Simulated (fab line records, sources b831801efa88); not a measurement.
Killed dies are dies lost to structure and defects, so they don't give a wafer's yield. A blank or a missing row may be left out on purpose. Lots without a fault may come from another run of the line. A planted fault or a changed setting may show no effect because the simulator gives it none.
Chamber matching | flow sky130 | SKY_VIA3_CMP_02 on cmp-02: 4 sister chambers
The step polishes SiO2. 54 wafers are shown with their chamber, then 12 later ones without.

WAFERS WITH THEIR CHAMBER
wafer  | chamber | motor_current_A (A)
L075.1 | 3       | 14.5
L075.5 | 0       | 10.9
L075.6 | 3       | 14.5
L075.2 | 2       | 10.2
L075.3 | 0       | 11.4
L075.4 | 1       | 10.8
L076.1 | 3       | 13.5
L076.4 | 0       | 11.4
L076.5 | 0       | 11.1
L077.4 | 3       | 13.9
L077.5 | 3       | 14.6
L077.6 | 0       | 12.0
L078.1 | 3       | 14.2
L078.2 | 1       | 11.2
L078.3 | 0       | 11.5
L078.4 | 2       | 10.5
L078.5 | 0       | 12.0
L078.6 | 3       | 13.7
L079.4 | 2       | 9.6
L079.5 | 0       | 11.3
L079.6 | 3       | 14.6
L080.1 | 0       | 11.9
L080.3 | 2       | 10.0
L080.6 | 2       | 9.2
L081.3 | 2       | 9.9
L081.4 | 3       | 14.4
L081.5 | 2       | 9.6
L081.1 | 0       | 12.0
L081.2 | 1       | 10.9
L081.6 | 3       | 14.0
L082.1 | 3       | 14.0
L082.3 | 0       | 12.2
L082.6 | 0       | 11.5
L082.2 | 2       | 10.1
L082.4 | 1       | 10.9
L082.5 | 3       | 13.6
L085.3 | 2       | 9.9
L085.4 | 1       | 11.2
L085.6 | 1       | 11.3
L088.1 | 1       | 11.3
L088.2 | 0       | 12.0
L088.3 | 2       | 10.2
L089.2 | 3       | 14.3
L089.3 | 0       | 11.3
L089.4 | 1       | 11.1
L089.1 | 2       | 10.7
L089.5 | 0       | 11.0
L089.6 | 1       | 10.7
L090.2 | 1       | 11.4
L090.3 | 2       | 10.3
L090.4 | 3       | 13.9
L092.2 | 2       | 10.1
L092.4 | 3       | 13.5
L092.5 | 2       | 9.8

SIGNATURES (means of the wafers above)
reading         | chamber 0 | chamber 1 | chamber 2 | chamber 3 | scatter within a chamber
motor_current_A | 11.567    | 11.080    | 10.007    | 14.080    | 0.377
Rule: a wafer's distance from a chamber is the root of the sum, over the readings, of the square of ((its reading less the chamber's mean) divided by the reading's scatter). The wafer belongs to the nearest chamber; if the next one is less than 2 further off, it can't be placed. The scatter: the root of (the sum of the squares of (reading less its chamber's mean) over the shown wafers, divided by (wafers less chambers)).

WAFERS WITHOUT THEIR CHAMBER
wafer  | motor_current_A (A)
L092.1 | 10.9
L092.3 | 11.6
L092.6 | 14.6
L091.1 | 10.3
L091.4 | 10.7
L091.6 | 14.1
L093.1 | 14.5
L093.2 | 12.1
L093.3 | 11.6
L095.3 | 11.3
L095.5 | 10.9
L095.6 | 12.2

WHICH CHAMBER EACH WENT THROUGH
wafer  | from the rows above          | in truth
L092.1 | can't be placed: 1 or 0 or 2 | 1
L092.3 | can't be placed: 0 or 1      | 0
L092.6 | 3                            | 3
L091.1 | can't be placed: 2 or 1      | 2
L091.4 | can't be placed: 1 or 2 or 0 | 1
L091.6 | 3                            | 3
L093.1 | 3                            | 3
L093.2 | can't be placed: 0 or 1      | 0
L093.3 | can't be placed: 0 or 1      | 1
L095.3 | can't be placed: 1 or 0      | 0
L095.5 | can't be placed: 1 or 0 or 2 | 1
L095.6 | can't be placed: 0 or 1      | 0
Placed correctly: 3 of 12. Can't be placed from these rows: 9 (the true chamber is among the candidates in 9). Placed wrongly: 0.
